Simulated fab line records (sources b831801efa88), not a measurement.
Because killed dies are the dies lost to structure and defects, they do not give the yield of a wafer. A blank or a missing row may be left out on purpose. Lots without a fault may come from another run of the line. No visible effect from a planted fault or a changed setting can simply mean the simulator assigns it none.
fab line records    flow sfq-line
record lots=14  wafers=42  last-day=100
route steps=325 shown R5@225 I5@238 C5@248 M6@262 I6@273
lots that met no fault: taken from a fault-free run of the same line
start-h: the number of hours between the record's first day and the start of the first shown wafer of the lot    wait-h: hours since the lot's step before    " same as the row above    L1.1+2: a single row standing in for several wafers    - no value present, or no start provided    * or withheld: withheld    < > ~ a bound
route shown NAME@n: names a module that has steps shown in the file, with the first one's number in the route    usual: the fault-free wafers' mean and standard deviation    same: alike in all rows    chamber/n: place in a boat    sites: each site's reading    _std_site: standard deviation across them    _edge_site: outer sites' mean less inner sites'    radius-mm: for every site, how far away it sits from the centre of the wafer    mask NAME#n: copy n    behind: the tool/chamber that last shaped the wafer    hold: reason for holding the lot/hours on hold/outcome of the hold    device: whichever transistor did not switch (one of n, p or np)    end of line: the same wafers' tests at the end of the route    a step given without rows: its recipe and nothing more    killed: dies lost to structure and defects at the first sort, not the wafer's yield    map: the dies of a wafer, with x for killed, . for not killed, _ for no die there
set.NAME: setting as actually run; set.NAME@STEP: the setting as run at that earlier step    model.NAME: the simulator's own value behind a step, which no gauge read
one table for each step of the route and one row for each wafer, over a sample of lots
services: when a tool's chamber went out of use (start-h, in hours from the record's first day, below 0 if earlier), for how many hours, and the reason
## steps
# step SFQ_TRILAYER_R5_ETCH_METAL_ETCH_139
# recipe stop-on=SiO2  mask-material=PR  chemistry=Cl2  target-depth-nm=60  icp-w=600  bias-w=80  pressure-mtorr=10  time-s=40
# usual bias-w=79.97/0.25  chamber-pressure-mTorr=10.001/0.0094  drypump-motor-current-A=5.8/0.43  he-backside-leak-sccm=3.5/0.35  oes-product-au=0.987/0.0077  rf-fwd-power-W=593/3.1
lot.wafer  tool          chamber  start-h  wait-h  bias-w  chamber-pressure-mTorr  drypump-motor-current-A  he-backside-leak-sccm  oes-product-au  rf-fwd-power-W  rf-hours-counter-h
L222.1     rie-metal-03  0        1575.94  0.0     80.23   10.013                  6.0                      3.8                    0.981           595             54
L222.2     "             1        "        "       79.78   9.998                   5.3                      3.3                    0.974           588             69
L222.3     "             1        "        "       79.96   10.012                  5.3                      3.3                    0.968           588             -
L223.1     rie-metal-03  0        1592.74  0.0     79.96   9.996                   6.0                      3.7                    0.991           596             56
L223.3     "             1        "        "       79.77   10.017                  5.3                      3.3                    0.978           589             -
L223.5     "             1        "        "       79.77   10.007                  5.3                      3.3                    0.983           586             -
L226.2     rie-metal-03  1        1608.88  0.0     79.59   9.999                   5.2                      4.7                    0.968           588             74
L226.4     "             1        "        "       80.00   10.003                  5.3                      3.4                    0.981           588             -
L226.6     "             0        "        "       80.31   10.012                  6.0                      3.7                    0.994           595             -
L227.1     rie-metal-01  0        1635.21  0.0     79.74   10.003                  5.9                      3.4                    0.992           593             55
L227.4     "             1        "        "       79.41   9.999                   5.5                      3.4                    0.989           593             -
L227.5     "             0        "        "       79.68   9.989                   5.9                      3.4                    0.990           596             -
L231.3     rie-metal-01  0        1658.86  0.0     79.58   10.012                  5.8                      3.4                    0.999           597             -
L231.4     "             1        "        "       80.24   10.001                  5.5                      6.5                    0.994           589             -
L231.6     "             0        "        "       79.83   9.998                   5.8                      3.2                    0.987           599             -
L232.1     rie-metal-03  0        1660.04  0.0     79.72   9.996                   6.0                      3.7                    0.988           594             68
L232.3     "             1        "        "       80.20   10.000                  5.3                      3.3                    0.977           589             -
L232.5     "             1        "        "       79.85   10.006                  5.2                      3.2                    0.982           589             -
L233.3     rie-metal-04  1        1662.54  0.0     80.17   10.014                  6.1                      3.6                    0.992           593             -
L233.4     "             0        "        "       80.07   10.011                  6.7                      3.6                    1.003           594             -
L233.6     "             0        "        "       79.87   10.002                  6.7                      3.6                    1.000           592             -
L234.1     rie-metal-03  1        1667.17  0.0     80.05   9.992                   5.2                      3.3                    0.984           590             83
L234.3     "             1        "        "       80.26   9.993                   5.3                      3.2                    0.991           587             -
L234.5     "             0        "        "       80.15   9.978                   6.0                      3.7                    0.988           595             -
L235.1     rie-metal-03  1        1673.17  0.0     80.18   9.985                   5.3                      3.3                    0.971           589             84
L235.5     "             0        "        "       79.58   10.002                  6.1                      3.7                    0.984           595             -
L235.6     "             1        "        "       79.90   10.013                  5.2                      3.3                    0.984           590             -
L238.1     rie-metal-03  1        1805.17  0.0     80.25   9.990                   5.3                      3.4                    0.986           591             99
L238.5     "             0        "        "       80.11   9.999                   6.0                      3.9                    0.987           593             -
L238.6     "             1        "        "       79.74   9.998                   5.3                      3.5                    0.977           590             -
L239.1     rie-metal-01  0        1809.97  0.0     80.00   10.007                  5.8                      3.2                    0.989           595             79
L239.4     "             1        "        "       80.08   10.015                  5.5                      3.4                    0.980           593             -
L239.6     "             1        "        "       80.00   10.007                  5.4                      3.3                    0.983           592             -
L240.3     rie-metal-04  1        1814.79  0.0     79.51   9.994                   6.1                      3.7                    0.999           595             -
L240.5     "             1        "        "       79.89   9.998                   6.1                      3.6                    0.995           596             -
L240.6     "             0        "        "       79.70   10.017                  6.7                      3.6                    0.993           594             -
L244.1     rie-metal-04  0        1831.57  0.0     79.97   9.989                   6.7                      3.2                    0.995           594             24
L244.4     "             1        "        "       80.22   10.001                  6.1                      3.8                    0.987           592             -
L244.5     "             0        "        "       80.22   10.013                  6.7                      3.4                    0.989           593             -
L245.1     rie-metal-04  0        1858.02  0.0     79.75   9.987                   6.7                      3.7                    0.997           592             28
L245.3     "             0        "        "       79.89   10.011                  6.7                      3.5                    0.996           593             -
L245.6     "             0        "        "       79.69   10.013                  6.7                      3.8                    0.992           591             -
# step SFQ_TRILAYER_I5_STRIP_STRIP_148
# recipe gas=O2  power-w=200  platen-temp-c=40  overash-fraction=0.65  chemistry=O2  pressure-mtorr=50
# usual drypump-motor-current-A=5.7/0.35  he-backside-leak-sccm=3.51/0.2  oes-product-au=0.995/0.0099
# same overash-fraction=0.65
lot.wafer  tool          chamber  start-h  wait-h  drypump-motor-current-A  he-backside-leak-sccm  oes-product-au  rf-hours-counter-h
L222.1     rie-metal-01  1        1671.42  -       5.5                      3.61                   0.995           21
L222.2     "             0        "        "       5.9                      3.40                   1.013           61
L222.3     "             0        "        "       5.8                      3.14                   1.009           -
L223.1     rie-metal-03  1        1691.47  -       5.3                      3.37                   0.980           86
L223.3     "             0        "        "       6.0                      3.79                   1.006           -
L223.5     "             1        "        "       5.2                      3.45                   0.999           -
L226.2     rie-metal-01  1        1703.60  -       5.5                      3.56                   0.999           26
L226.4     "             1        "        "       5.5                      3.74                   1.002           -
L226.6     "             0        "        "       5.8                      3.31                   1.013           -
L227.1     rie-metal-01  0        1746.24  -       5.8                      3.33                   0.992           71
L227.4     "             0        "        "       5.8                      3.42                   0.995           -
L227.5     "             1        "        "       5.5                      3.47                   0.978           -
L231.3     rie-metal-02  1        1775.36  -       6.3                      3.04                   0.994           -
L231.4     "             0        "        "       5.6                      3.82                   1.011           -
L231.6     "             1        "        "       6.3                      3.32                   0.994           -
L232.1     rie-metal-01  1        1777.56  -       5.5                      3.37                   0.994           35
L232.3     "             1        "        "       5.5                      3.28                   0.988           -
L232.5     "             0        "        "       5.8                      3.31                   1.011           -
L233.3     rie-metal-02  1        1780.16  -       6.4                      3.40                   0.992           -
L233.4     "             0        "        "       5.6                      3.58                   1.007           -
L233.6     "             1        "        "       6.3                      3.50                   1.006           -
L234.1     rie-metal-03  0        1782.36  -       6.0                      3.72                   1.008           82
L234.3     "             1        "        "       5.3                      3.38                   0.988           -
L234.5     "             1        "        "       5.3                      3.42                   0.984           -
L235.1     rie-metal-02  0        1790.89  -       5.6                      3.62                   1.008           129
L235.5     "             1        "        "       6.3                      3.44                   1.005           -
L235.6     "             0        "        "       5.6                      3.78                   1.018           -
L238.1     rie-metal-03  1        1826.89  -       5.3                      3.52                   0.993           102
L238.5     "             1        "        "       5.3                      3.30                   0.986           -
L238.6     "             0        "        "       6.0                      3.97                   0.997           -
L239.1     rie-metal-01  0        1828.09  -       5.8                      3.51                   1.002           81
L239.4     "             1        "        "       5.4                      3.57                   0.985           -
L239.6     "             1        "        "       5.5                      3.68                   0.984           -
L240.3     rie-metal-03  0        1829.49  -       6.0                      3.61                   0.995           -
L240.5     "             0        "        "       6.0                      3.61                   0.992           -
L240.6     "             1        "        "       5.2                      3.18                   0.991           -
L244.1     rie-metal-03  1        1856.35  -       5.3                      3.28                   0.985           107
L244.4     "             1        "        "       5.2                      3.30                   0.983           -
L244.5     "             1        "        "       5.3                      3.41                   0.988           -
L245.1     rie-metal-02  0        1861.35  -       5.6                      3.66                   0.991           7
L245.3     "             1        "        "       6.4                      3.43                   1.011           -
L245.6     "             0        "        "       5.6                      3.44                   0.994           -
# step SFQ_TRILAYER_C5_ETCH_VIA_ETCH_154
# recipe target=SiO2  mask-material=PR  chemistry=CHF3  target-depth-nm=84  source-w=500  bias-w=80  pressure-mtorr=30  time-s=withheld  stop-on=Nb
# usual bias-w=80.00/0.23  chamber-pressure-mTorr=30.00/0.038  drypump-motor-current-A=5.8/0.52  oes-product-au=0.894/0.0077  rf-fwd-power-W=495.0/2.1
lot.wafer  tool         chamber  start-h  wait-h  bias-w  chamber-pressure-mTorr  drypump-motor-current-A  oes-product-au  rf-fwd-power-W
L222.1     rie-diel-02  3        1674.52  0.0     80.27   30.02                   5.5                      0.873           494.5
L222.2     "            2        "        "       79.45   30.02                   6.2                      0.884           495.1
L222.3     "            1        "        "       79.75   30.01                   5.5                      0.884           493.3
L223.1     rie-diel-01  2        1702.90  0.0     80.11   30.00                   5.4                      0.892           496.1
L223.3     "            3        "        "       80.25   29.98                   5.2                      0.891           498.3
L223.5     "            0        "        "       79.60   29.98                   5.8                      0.900           494.3
L226.2     rie-diel-03  0        1707.70  0.0     79.62   30.00                   5.4                      0.885           495.5
L226.4     "            3        "        "       80.02   30.03                   5.1                      0.891           492.2
L226.6     "            3        "        "       79.98   29.95                   5.1                      0.904           495.7
L227.1     rie-diel-01  0        1749.46  0.0     79.96   30.03                   5.8                      0.886           495.7
L227.4     "            3        "        "       80.03   29.98                   5.2                      0.896           495.8
L227.5     "            1        "        "       79.98   30.00                   6.1                      0.902           496.6
L231.3     rie-diel-02  2        1832.78  0.0     80.09   30.01                   6.1                      0.893           492.5
L231.4     "            3        "        "       80.04   29.98                   5.5                      0.896           495.6
L231.6     "            0        "        "       79.88   29.98                   6.7                      0.905           493.4
L232.1     rie-diel-03  3        1886.80  0.0     79.85   29.99                   5.1                      0.889           491.0
L232.3     "            2        "        "       79.97   29.99                   5.5                      0.898           492.8
L232.5     "            1        "        "       79.90   30.00                   6.4                      0.905           494.4
L233.3     rie-diel-03  3        1891.60  0.0     80.04   30.01                   5.1                      0.882           495.4
L233.4     "            1        "        "       79.96   30.01                   6.4                      0.890           497.8
L233.6     "            1        "        "       79.92   30.00                   6.4                      0.901           495.9
L234.1     rie-diel-02  3        1892.92  0.0     79.79   30.33                   5.5                      0.884           494.6
L234.3     "            1        "        "       79.63   29.96                   5.6                      0.894           494.4
L234.5     "            1        "        "       80.08   30.05                   5.6                      0.894           496.8
L235.1     rie-diel-01  1        1900.12  0.0     79.94   30.00                   6.1                      0.899           497.3
L235.5     "            3        "        "       79.74   29.98                   5.2                      0.901           497.0
L235.6     "            1        "        "       80.35   30.04                   6.1                      0.909           496.3
L238.1     rie-diel-03  0        1930.25  0.0     80.06   30.02                   5.4                      0.885           495.0
L238.5     "            3        "        "       80.20   30.01                   5.1                      0.898           492.1
L238.6     "            2        "        "       79.45   30.00                   5.5                      0.898           494.8
L239.1     rie-diel-02  3        1931.45  0.0     79.82   30.00                   5.5                      0.888           492.9
L239.4     "            1        "        "       79.85   30.00                   5.6                      0.896           492.9
L239.6     "            3        "        "       79.80   29.99                   5.5                      0.889           494.9
L240.3     rie-diel-01  3        1933.85  0.0     79.88   30.00                   5.2                      0.886           497.9
L240.5     "            1        "        "       79.99   29.99                   6.1                      0.891           498.5
L240.6     "            2        "        "       79.94   30.01                   5.4                      0.899           495.2
L244.1     rie-diel-01  3        1963.92  0.0     79.83   30.01                   5.2                      0.890           497.9
L244.4     "            1        "        "       79.87   29.98                   6.2                      0.898           495.3
L244.5     "            3        "        "       79.61   29.97                   5.2                      0.891           496.4
L245.1     rie-diel-02  3        1967.82  0.0     80.08   30.00                   5.5                      0.889           493.4
L245.3     "            3        "        "       80.19   29.97                   5.5                      0.890           494.5
L245.6     "            0        "        "       79.64   29.97                   6.7                      0.905           493.0
# step SFQ_TRILAYER_M6_BARC_OPEN_METAL_ETCH_206
# recipe mask-material=PR  chemistry=O2  target-depth-nm=125  target=BARC  icp-w=600  bias-w=80  pressure-mtorr=10  time-s=41.7
# usual bias-w=80.03/0.23  chamber-pressure-mTorr=9.999/0.0094  drypump-motor-current-A=6.0/0.42  he-backside-leak-sccm=3.53/0.18  oes-product-au=0.684/0.0044  rf-fwd-power-W=593.0/2.8
lot.wafer  tool          chamber  start-h  wait-h  bias-w  chamber-pressure-mTorr  drypump-motor-current-A  he-backside-leak-sccm  oes-product-au  rf-fwd-power-W  rf-hours-counter-h
L222.1     rie-metal-04  1        1791.90  0.0     80.63   9.994                   6.1                      3.60                   0.687           597.2           78
L222.2     "             0        "        "       80.18   9.994                   6.7                      3.77                   0.683           596.3           19
L222.3     "             1        "        "       79.88   10.005                  6.1                      3.72                   0.684           595.6           -
L223.1     rie-metal-01  0        1821.91  0.0     80.18   10.008                  5.8                      3.32                   0.684           592.9           80
L223.3     "             1        "        "       80.36   9.994                   5.5                      3.63                   0.686           589.2           -
L223.5     "             1        "        "       80.30   9.997                   5.5                      3.52                   0.690           587.0           -
L226.2     rie-metal-02  0        1829.11  0.0     80.34   10.012                  5.6                      3.53                   0.676           589.5           2
L226.4     "             0        "        "       80.37   10.017                  5.6                      3.61                   0.680           592.8           -
L226.6     "             0        "        "       80.05   10.004                  5.6                      3.66                   0.685           590.3           -
L227.1     rie-metal-04  0        1867.56  0.0     79.84   10.001                  6.7                      3.29                   0.688           594.8           29
L227.4     "             1        "        "       79.76   10.007                  6.1                      3.53                   0.684           594.8           -
L227.5     "             0        "        "       79.88   9.980                   6.7                      3.50                   0.687           591.6           -
L231.3     rie-metal-02  0        1938.63  0.0     80.19   9.982                   5.6                      3.45                   0.682           591.7           -
L231.4     "             1        "        "       79.96   10.004                  6.4                      3.57                   0.677           592.2           -
L231.6     "             1        "        "       80.36   9.988                   6.3                      3.53                   0.685           590.1           -
L232.1     rie-metal-04  0        2001.36  0.0     80.21   9.997                   6.7                      3.60                   0.678           596.4           47
L232.3     "             1        "        "       80.25   10.016                  6.1                      3.74                   0.680           593.6           -
L232.5     "             1        "        "       80.00   10.003                  6.1                      3.73                   0.678           598.6           -
L233.3     rie-metal-01  0        2007.38  0.0     80.00   10.007                  5.8                      3.37                   0.685           592.3           -
L233.4     "             1        "        "       79.99   9.988                   5.5                      3.48                   0.685           589.9           -
L233.6     "             0        "        "       79.92   10.001                  5.8                      3.34                   0.691           593.6           -
L234.1     rie-metal-04  0        2008.56  0.0     79.99   9.989                   6.7                      3.50                   0.701           593.1           48
L234.3     "             1        "        "       80.19   10.015                  6.1                      3.69                   0.682           593.2           -
L234.5     "             0        "        "       80.02   10.014                  6.7                      3.17                   0.682           598.7           -
L235.1     rie-metal-01  1        2015.43  0.0     79.89   10.008                  5.4                      3.83                   0.684           593.4           64
L235.5     "             0        "        "       79.87   10.004                  5.9                      3.42                   0.679           595.3           -
L235.6     "             1        "        "       80.16   9.998                   5.5                      3.65                   0.678           594.1           -
L238.1     rie-metal-01  0        2046.75  0.0     -       -                       -                        -                      -               -               -
L238.5     "             1        "        "       -       -                       -                        -                      -               -               -
L238.6     "             0        "        "       -       -                       -                        -                      -               -               -
L239.1     rie-metal-02  1        2049.15  0.0     -       -                       -                        -                      -               -               -
L239.4     "             1        "        "       -       -                       -                        -                      -               -               -
L239.6     "             0        "        "       -       -                       -                        -                      -               -               -
L240.3     rie-metal-01  1        2050.37  0.0     79.87   10.011                  5.5                      3.28                   0.689           594.6           -
L240.5     "             1        "        "       80.20   9.989                   5.5                      3.21                   0.689           592.6           -
L240.6     "             0        "        "       80.07   10.012                  5.8                      3.23                   0.680           592.4           -
L244.1     rie-metal-04  1        2074.55  0.0     79.91   9.980                   6.1                      3.72                   0.687           595.6           114
L244.4     "             1        "        "       79.97   9.987                   6.1                      3.64                   0.682           596.5           -
L244.5     "             0        "        "       80.10   9.989                   6.7                      3.41                   0.684           592.0           -
L245.1     rie-metal-02  0        2075.75  0.0     79.97   9.994                   5.6                      3.62                   0.683           588.7           35
L245.3     "             0        "        "       79.76   9.989                   5.6                      3.58                   0.684           590.0           -
L245.6     "             1        "        "       80.09   10.003                  6.3                      3.39                   0.686           595.3           -
# step SFQ_TRILAYER_M6_ETCH_METAL_ETCH_162
# recipe target=Nb  stop-on=SiO2  mask-material=PR  chemistry=Cl2/Ar  target-depth-nm=240  icp-w=600  bias-w=80  pressure-mtorr=10  time-s=120
# usual bias-w=79.98/0.22  chamber-pressure-mTorr=10.001/0.009  drypump-motor-current-A=6.0/0.42  he-backside-leak-sccm=3.54/0.18  oes-product-au=0.894/0.0064  rf-fwd-power-W=596.8/2.1
lot.wafer  tool          chamber  start-h  wait-h  bias-w  chamber-pressure-mTorr  drypump-motor-current-A  he-backside-leak-sccm  oes-product-au  rf-fwd-power-W  rf-hours-counter-h
L222.1     rie-metal-04  1        1791.96  0.0     79.55   10.000                  6.1                      3.65                   0.880           597.7           78
L222.2     "             0        "        "       79.97   10.015                  6.7                      3.51                   0.890           597.6           19
L222.3     "             1        "        "       79.75   9.989                   6.1                      3.80                   0.891           600.1           -
L223.1     rie-metal-01  0        1821.99  0.1     80.02   10.004                  5.8                      3.44                   0.891           596.1           80
L223.3     "             1        "        "       80.47   9.994                   5.5                      3.10                   0.881           595.5           -
L223.5     "             1        "        "       80.22   9.998                   5.5                      3.21                   0.883           595.2           -
L226.2     rie-metal-02  0        1829.17  0.0     79.95   10.001                  5.6                      3.56                   0.898           594.5           2
L226.4     "             0        "        "       79.77   9.996                   5.6                      3.60                   0.888           594.8           -
L226.6     "             0        "        "       79.99   9.998                   5.6                      3.47                   0.895           594.3           -
L227.1     rie-metal-04  0        1867.62  0.0     80.15   9.995                   6.6                      3.57                   0.889           595.8           29
L227.4     "             1        "        "       80.02   9.994                   6.1                      3.63                   0.908           597.3           -
L227.5     "             0        "        "       80.12   10.000                  6.6                      3.46                   0.895           597.9           -
L231.3     rie-metal-02  0        1938.71  0.1     79.85   9.991                   5.6                      3.85                   0.894           597.7           -
L231.4     "             1        "        "       79.94   9.996                   6.3                      3.25                   0.887           595.5           -
L231.6     "             1        "        "       79.97   10.002                  6.4                      3.32                   0.885           594.7           -
L232.1     rie-metal-04  0        2001.42  0.0     79.75   9.993                   6.7                      4.09                   0.891           598.1           47
L232.3     "             1        "        "       80.13   10.003                  6.1                      3.81                   0.892           598.1           -
L232.5     "             1        "        "       79.89   9.992                   6.1                      3.79                   0.900           598.9           -
L233.3     rie-metal-01  0        2007.46  0.1     80.49   9.982                   5.8                      3.38                   0.895           598.3           -
L233.4     "             1        "        "       80.13   9.979                   5.5                      3.53                   0.897           596.3           -
L233.6     "             0        "        "       80.01   9.995                   5.8                      3.21                   0.894           599.6           -
L234.1     rie-metal-04  0        2008.62  0.0     79.94   10.013                  6.7                      3.36                   0.883           594.7           48
L234.3     "             1        "        "       79.82   9.996                   6.1                      3.55                   0.890           598.6           -
L234.5     "             0        "        "       79.86   10.015                  6.7                      3.71                   0.898           598.7           -
L235.1     rie-metal-01  1        2015.48  0.0     80.05   9.997                   5.5                      3.57                   0.902           597.6           64
L235.5     "             0        "        "       80.23   9.987                   5.9                      3.41                   0.899           597.4           -
L235.6     "             1        "        "       79.86   9.997                   5.5                      3.78                   0.900           598.7           -
L238.1     rie-metal-01  0        2046.81  0.0     79.95   10.011                  5.8                      3.29                   0.378           594.9           105
L238.5     "             1        "        "       80.16   9.981                   5.5                      3.51                   0.370           599.2           -
L238.6     "             0        "        "       79.71   10.012                  5.8                      3.31                   0.380           595.5           -
L239.1     rie-metal-02  1        2049.21  0.0     79.88   10.009                  6.3                      3.50                   0.373           594.1           68
L239.4     "             1        "        "       79.80   9.992                   6.3                      3.22                   0.374           592.0           -
L239.6     "             0        "        "       79.52   9.999                   5.6                      3.62                   0.372           593.3           -
L240.3     rie-metal-01  1        2050.45  0.1     80.35   9.991                   5.5                      3.47                   0.909           595.4           -
L240.5     "             1        "        "       79.87   10.015                  5.5                      3.52                   0.901           595.9           -
L240.6     "             0        "        "       80.11   9.992                   5.8                      3.52                   0.909           596.0           -
L244.1     rie-metal-04  1        2074.61  0.0     79.91   10.010                  6.1                      3.57                   0.886           598.7           114
L244.4     "             1        "        "       79.87   10.002                  6.1                      3.52                   0.891           600.7           -
L244.5     "             0        "        "       79.83   10.015                  6.7                      3.67                   0.893           600.1           -
L245.1     rie-metal-02  0        2075.81  0.0     79.99   10.015                  5.6                      3.61                   0.893           598.8           35
L245.3     "             0        "        "       80.24   10.007                  5.6                      3.53                   0.902           597.1           -
L245.6     "             1        "        "       79.74   9.984                   6.4                      3.46                   0.904           595.2           -
# step SFQ_TRILAYER_I6_VIA_LITHO_EXPOSE_170
# recipe mask-id=I6  na=0.6  source-shape=conventional  sigma-outer=0.65  target-cd-nm=700  dose-mj=21.3
# usual exposure-dose-mJ-cm2=21.301/0.02  focus-offset-nm=0.0/0.52  na=0.6/0
lot.wafer  tool            chamber  start-h  wait-h  mask  exposure-dose-mJ-cm2  focus-offset-nm  na
L222.1     krf-scanner-01  0        1798.00  -       I6#0  21.298                -0.1             0.6
L222.2     "               0        "        "       I6#0  21.298                0.7              0.6
L222.3     "               0        "        "       I6#0  21.314                -0.8             0.6
L223.1     krf-scanner-01  0        1832.85  -       I6#0  21.324                -0.2             0.6
L223.3     "               0        "        "       I6#0  21.340                -0.6             0.6
L223.5     "               0        "        "       I6#0  21.337                -0.4             0.6
L226.2     krf-scanner-01  0        1840.97  -       I6#0  21.270                -0.4             0.6
L226.4     "               0        "        "       I6#0  21.295                0.3              0.6
L226.6     "               0        "        "       I6#0  21.278                -0.2             0.6
L227.1     krf-scanner-02  0        1874.15  -       I6#0  21.288                -0.8             0.6
L227.4     "               0        "        "       I6#0  21.284                -0.7             0.6
L227.5     "               0        "        "       I6#0  21.285                -0.3             0.6
L231.3     krf-scanner-02  0        2054.01  -       I6#0  21.278                0.5              0.6
L231.4     "               0        "        "       I6#0  21.296                0.4              0.6
L231.6     "               0        "        "       I6#0  21.290                0.3              0.6
L232.1     krf-scanner-02  0        2087.41  -       I6#0  21.317                1.2              0.6
L232.3     "               0        "        "       I6#0  21.278                0.9              0.6
L232.5     "               0        "        "       I6#0  21.319                0.6              0.6
L233.3     krf-scanner-02  0        2093.61  -       I6#0  21.327                -0.5             0.6
L233.4     "               0        "        "       I6#0  21.302                -0.6             0.6
L233.6     "               0        "        "       I6#0  21.301                0.4              0.6
L234.1     krf-scanner-02  0        2094.41  -       I6#0  21.299                -0.4             0.6
L234.3     "               0        "        "       I6#0  21.344                -1.0             0.6
L234.5     "               0        "        "       I6#0  21.329                0.3              0.6
L235.1     krf-scanner-02  0        2102.81  -       I6#0  21.327                -0.9             0.6
L235.5     "               0        "        "       I6#0  21.327                -0.1             0.6
L235.6     "               0        "        "       I6#0  21.319                -0.3             0.6
L238.1     krf-scanner-01  -        2129.99  -       I6#0  -                     -                -
L238.5     "               -        "        "       I6#0  -                     -                -
L238.6     "               -        "        "       I6#0  -                     -                -
L239.1     krf-scanner-01  -        2131.19  -       I6#0  -                     -                -
L239.4     "               -        "        "       I6#0  -                     -                -
L239.6     "               -        "        "       I6#0  -                     -                -
L240.3     krf-scanner-01  0        2132.79  -       I6#0  21.320                0.5              0.6
L240.5     "               0        "        "       I6#0  21.311                0.3              0.6
L240.6     "               0        "        "       I6#0  21.281                -0.1             0.6
L244.1     krf-scanner-02  0        2148.27  -       I6#0  21.303                0.1              0.6
L244.4     "               0        "        "       I6#0  21.289                -0.5             0.6
L244.5     "               0        "        "       I6#0  21.303                0.0              0.6
L245.1     krf-scanner-02  0        2153.07  -       I6#0  21.306                -1.0             0.6
L245.3     "               0        "        "       I6#0  21.297                -0.8             0.6
L245.6     "               0        "        "       I6#0  21.285                -0.4             0.6
## services
tool            chamber  start-h  hours  kind
rie-metal-01    -        1565.26  1.2    repair
krf-scanner-02  -        1581.34  1.0    pm
rie-metal-04    0        1590.23  15.3   repair
krf-scanner-02  -        1595.56  4.1    repair
krf-scanner-02  -        1598.30  0.9    repair
krf-scanner-02  -        1600.89  1.3    pm
rie-metal-04    0        1630.51  16.6   repair
rie-metal-02    -        1688.57  1.2    repair
krf-scanner-02  -        1693.35  4.4    pm
krf-scanner-02  -        1723.32  4.4    pm
rie-metal-03    -        1736.39  1.4    pm
krf-scanner-02  -        1750.51  1.0    pm
krf-scanner-02  -        1772.14  3.6    pm
rie-metal-03    0        1929.31  23.4   repair
rie-metal-01    -        1944.05  28.1   pm
rie-metal-03    -        1972.08  2.8    pm
rie-metal-01    0        1972.41  4.1    repair
rie-metal-04    -        2010.63  1.4    repair
rie-metal-01    1        2019.14  4.3    repair
rie-metal-02    -        2020.10  0.9    repair
rie-metal-01    0        2039.91  6.3    repair
rie-metal-01    1        2094.88  15.6   repair
rie-metal-01    -        2116.73  1.4    pm
rie-metal-02    0        2138.54  18.1   repair
## key
first-sign step=SFQ_TRILAYER_M6_BARC_OPEN_METAL_ETCH_206  reading=tool-record  direction=missing
effect step=SFQ_TRILAYER_M6_ETCH_METAL_ETCH_162  reading=oes-product-au  direction=down  sigmas=81  usual=0.894  struck=0.375
effect step=SFQ_TRILAYER_I6_VIA_LITHO_EXPOSE_170  reading=tool-record  direction=missing
met-at SFQ_TRILAYER_M6_BARC_OPEN_METAL_ETCH_206
struck-lots L238,L239
not-acting-at SFQ_TRILAYER_R5_ETCH_METAL_ETCH_139,SFQ_TRILAYER_I5_STRIP_STRIP_148,SFQ_TRILAYER_C5_ETCH_VIA_ETCH_154
onset-between 2015.43 2046.75
fault kind=skipped-step-whole  tool=rie-metal-01,rie-metal-02  chamber=-  onset-h=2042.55  steps=SFQ_TRILAYER_M6_BARC_OPEN_METAL_ETCH_206  scope=struck-lots-only
